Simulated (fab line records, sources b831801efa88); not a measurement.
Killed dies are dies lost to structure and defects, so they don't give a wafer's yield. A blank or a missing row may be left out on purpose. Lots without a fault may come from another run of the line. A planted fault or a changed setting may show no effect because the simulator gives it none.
Which tool did it? | flow sky130 | 15 lots, 45 wafers sampled, at 4 steps of a route of 708

WHAT THE GAUGES READ, wafer by wafer
The record holds no reading of a measuring or inspecting step that can be judged against a usual standard deviation.

WHICH TOOL RAN EACH LOT (tool, then ch and the chambers of the sampled wafers, then the start)
lot  | SKY_METAL3_ETCH_16                | SKY_VIA3_CMP_24               | SKY_METAL4_SPUTTER_01        | SKY_METAL4_SPUTTER_04
L233 | rie_metal-03 ch 0,1, day 38 11:32 | cmp-01 ch 0,2,3, day 39 16:25 | pvd_sputter-02, day 39 16:44 | pvd_sputter-02, day 39 16:50
L234 | rie_metal-03 ch 0,1, day 38 15:47 | cmp-02 ch 1,2,3, day 39 19:50 | pvd_sputter-02, day 39 20:06 | pvd_sputter-02, day 39 20:11
L236 | rie_metal-02 ch 0,1, day 39 04:50 | cmp-01 ch 0,2, day 40 08:03   | pvd_sputter-04, day 40 08:22 | pvd_sputter-04, day 40 08:28
L237 | rie_metal-02 ch 0,1, day 39 11:38 | cmp-02 ch 0,1,3, day 40 17:02 | pvd_sputter-04, day 40 17:19 | pvd_sputter-04, day 40 17:23
L238 | rie_metal-01 ch 0,1, day 40 08:23 | cmp-01 ch 0,2,3, day 41 11:11 | pvd_sputter-04, day 41 11:24 | pvd_sputter-04, day 41 11:29
L239 | rie_metal-03 ch 0,1, day 40 10:07 | cmp-01 ch 0,1,2, day 41 12:56 | pvd_sputter-03, day 41 13:10 | pvd_sputter-03, day 41 13:15
L241 | rie_metal-02 ch 0,1, day 41 14:20 | cmp-01 ch 1,2,3, day 42 16:27 | pvd_sputter-04, day 42 16:43 | pvd_sputter-04, day 42 16:49
L243 | rie_metal-01 ch 0,1, day 41 22:36 | cmp-01 ch 0,2,3, day 43 00:28 | -                            | -
L242 | rie_metal-03 ch 0,1, day 42 01:27 | cmp-01 ch 2,3, day 43 03:10   | -                            | -
L245 | rie_metal-01 ch 0,1, day 42 04:10 | cmp-02 ch 0,1,2, day 43 06:15 | -                            | -
L249 | rie_metal-02 ch 0,1, day 43 16:19 | cmp-02 ch 0,1,2, day 44 17:51 | pvd_sputter-04, day 44 18:05 | pvd_sputter-04, day 44 18:10
L250 | rie_metal-03 ch 0,1, day 43 18:16 | cmp-02 ch 0,2,3, day 44 18:58 | pvd_sputter-03, day 44 19:11 | pvd_sputter-03, day 44 19:16
L253 | rie_metal-03 ch 0,1, day 44 03:20 | cmp-02 ch 0,2,3, day 45 03:49 | pvd_sputter-02, day 45 04:05 | pvd_sputter-02, day 45 04:10
L255 | rie_metal-01 ch 0,1, day 44 19:19 | cmp-01 ch 1,3, day 45 19:34   | pvd_sputter-02, day 45 19:53 | pvd_sputter-02, day 45 19:58
L256 | rie_metal-03 ch 0,1, day 45 02:25 | cmp-01 ch 2,3, day 46 02:26   | pvd_sputter-02, day 46 02:42 | pvd_sputter-02, day 46 02:47
- SKY_METAL3_ETCH_16: etches BARC in N2/H2, stops on SiO2, time 88.2 s, target depth 60 nm.
- SKY_VIA3_CMP_24: polishes, stops on SiO2, t overpolish 20 s, target thk 0 nm.
- SKY_METAL4_SPUTTER_01: material TiN, target thk 20 nm, time 16.7 s.
- SKY_METAL4_SPUTTER_04: material TiN, target thk 70 nm, time 58.3 s.

WHAT THE TOOLS THEMSELVES READ (means of the sampled wafers that have a number; where no wafer has one, the mark that the record gives instead)
SKY_METAL3_ETCH_16.
lot  | tool         | drypump_motor_current_A (A) | oes_product_au (a.u.) | throttle_valve_pct (%)
L233 | rie_metal-03 | 5.8                         | 0.622                 | 13.200
L234 | rie_metal-03 | 5.8                         | 0.626                 | 13.202
L236 | rie_metal-02 | 6.0                         | 0.623                 | 13.210
L237 | rie_metal-02 | 5.9                         | 0.627                 | 13.204
L238 | rie_metal-01 | 5.7                         | 0.626                 | 13.204
L239 | rie_metal-03 | 5.9                         | 0.622                 | 13.203
L241 | rie_metal-02 | 6.0                         | 0.626                 | 13.204
L243 | rie_metal-01 | 5.9                         | 0.626                 | 13.206
L242 | rie_metal-03 | 5.9                         | 0.623                 | 13.205
L245 | rie_metal-01 | 5.7                         | 0.627                 | 13.210
L249 | rie_metal-02 | 6.0                         | 0.627                 | 13.199
L250 | rie_metal-03 | 5.9                         | 0.622                 | 13.199
L253 | rie_metal-03 | 5.8                         | 0.623                 | 13.212
L255 | rie_metal-01 | 5.9                         | 0.625                 | 13.206
L256 | rie_metal-03 | 5.8                         | 0.628                 | 13.200

SKY_VIA3_CMP_24.
lot  | tool   | edge_zone_pressure_frac | head_pressure_psi (psi) | motor_current_A (A) | overpolish_run_s (s) | time_to_endpoint_s (s)
L233 | cmp-01 | 1.000                   | 3.500                   | 11.7                | 19.996               | 99
L234 | cmp-02 | 0.998                   | 3.502                   | 10.3                | 20.009               | 92
L236 | cmp-01 | 1.003                   | 3.510                   | 12.9                | 19.998               | 102
L237 | cmp-02 | 0.998                   | 3.502                   | 11.0                | 20.000               | 97
L238 | cmp-01 | 0.999                   | 3.496                   | 11.9                | 19.996               | 99
L239 | cmp-01 | 1.001                   | 3.498                   | 12.1                | 19.989               | 99
L241 | cmp-01 | 1.000                   | 3.510                   | 10.3                | 20.001               | 97
L243 | cmp-01 | -                       | -                       | -                   | -                    | -
L242 | cmp-01 | -                       | -                       | -                   | -                    | -
L245 | cmp-02 | -                       | -                       | -                   | -                    | -
L249 | cmp-02 | 0.998                   | 3.503                   | 10.5                | 20.007               | 93
L250 | cmp-02 | 1.000                   | 3.502                   | 10.7                | 19.989               | 94
L253 | cmp-02 | 0.999                   | 3.491                   | 10.3                | 19.999               | 95
L255 | cmp-01 | 1.004                   | 3.500                   | 9.8                 | 19.995               | 101
L256 | cmp-01 | 1.001                   | 3.503                   | 10.7                | 19.999               | 100

SKY_METAL4_SPUTTER_01.
lot  | tool           | throttle_valve_pct (%)
L233 | pvd_sputter-02 | 30.1
L234 | pvd_sputter-02 | 30.0
L236 | pvd_sputter-04 | 30.4
L237 | pvd_sputter-04 | 29.7
L238 | pvd_sputter-04 | 30.4
L239 | pvd_sputter-03 | 31.6
L241 | pvd_sputter-04 | 29.7
L249 | pvd_sputter-04 | 29.1
L250 | pvd_sputter-03 | 31.2
L253 | pvd_sputter-02 | 30.2
L255 | pvd_sputter-02 | 30.0
L256 | pvd_sputter-02 | 29.8

SKY_METAL4_SPUTTER_04.
lot  | tool           | throttle_valve_pct (%)
L233 | pvd_sputter-02 | 30.0
L234 | pvd_sputter-02 | 29.9
L236 | pvd_sputter-04 | 30.4
L237 | pvd_sputter-04 | 29.6
L238 | pvd_sputter-04 | 30.3
L239 | pvd_sputter-03 | 31.5
L241 | pvd_sputter-04 | 29.7
L249 | pvd_sputter-04 | 29.0
L250 | pvd_sputter-03 | 31.1
L253 | pvd_sputter-02 | 30.2
L255 | pvd_sputter-02 | 30.0
L256 | pvd_sputter-02 | 29.8

THE ANSWER, worked out from the rows above alone
Rule: what is usual is taken from the lots themselves. Put in order of their means at a reading, lots are off if they are a third of the lots or fewer, leave a main group of 4 or more, and stand apart from it by a gap of 3 or more times the standard deviation of the main group's means; of several such gaps the widest counts. A main group whose means are all the same, to the digits that the tables above print for the reading, isn't used. A lot without any number at a reading at which 4 lots or more have one is off too. The other lots that the step has rows for count as sound. The gauges are gone through in route order, then the tools' own readings, and for those a lot's mean is taken as printed above. The first step at which some lot is off is used, and at that step the reading that is off furthest; a lot without a number counts as furthest.
Off: L243, L242, L245, at SKY_VIA3_CMP_24 (edge_zone_pressure_frac). Without a number there: L243, L242, L245. The main group: mean 1.000, standard deviation 0.0018.
A tool fits if, at that step or a process step before it, it ran every lot that is off, and no sound lot after the first of them. None of those tried fits.

WHAT THE SIMULATOR HAD PUT IN
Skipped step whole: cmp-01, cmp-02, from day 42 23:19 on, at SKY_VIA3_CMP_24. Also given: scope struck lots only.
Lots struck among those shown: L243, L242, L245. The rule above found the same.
